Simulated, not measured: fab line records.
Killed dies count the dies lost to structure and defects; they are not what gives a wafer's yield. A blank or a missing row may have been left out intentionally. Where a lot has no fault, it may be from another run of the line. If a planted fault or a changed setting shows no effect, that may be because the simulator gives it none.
Which tool is to blame? | flow sky130 | 6 lots (18 wafers sampled), 1 step of a 708-step route

## WHAT THE GAUGES SHOWED, per wafer
SKY_CONTACT_THK_MEAS_03.
lot  | measured     | on            | CONTACT_HDPCVD_THK (nm)
L290 | day 30 18:31 | film-metro-03 | 566 559 565
L297 | day 33 06:48 | film-metro-02 | 564 554 559
L299 | day 33 21:53 | film-metro-02 | 565 564 556
L301 | day 34 12:04 | film-metro-03 | 561 565 553
L310 | day 37 08:47 | film-metro-03 | 562 564 562
L312 | day 37 15:26 | film-metro-03 | 568 558 564

## TOOL THAT RAN EACH LOT (tool first, then ch and the chambers of the sampled wafers, then the start)
The record shows no process step preceding these readings.

## THE ANSWER, worked out from the rows above alone
Rule: what is usual is taken from the lots themselves. The widest of any qualifying gaps counts: lots, ordered by their means at a reading, are off when they make up no more than a third of the lots, leave a main group of 4 or more, and stand apart from it by 3 or more times the standard deviation of that group's means. A main group whose means are all the same, to the digits that the tables above print for the reading, isn't used. Also off: a lot with no number at a reading for which 4 or more lots have one. The other lots that the step has rows for count as sound.
None of the lots is off at any reading shown; this tells nothing.

## WHAT HAD BEEN PUT IN BY THE SIMULATOR
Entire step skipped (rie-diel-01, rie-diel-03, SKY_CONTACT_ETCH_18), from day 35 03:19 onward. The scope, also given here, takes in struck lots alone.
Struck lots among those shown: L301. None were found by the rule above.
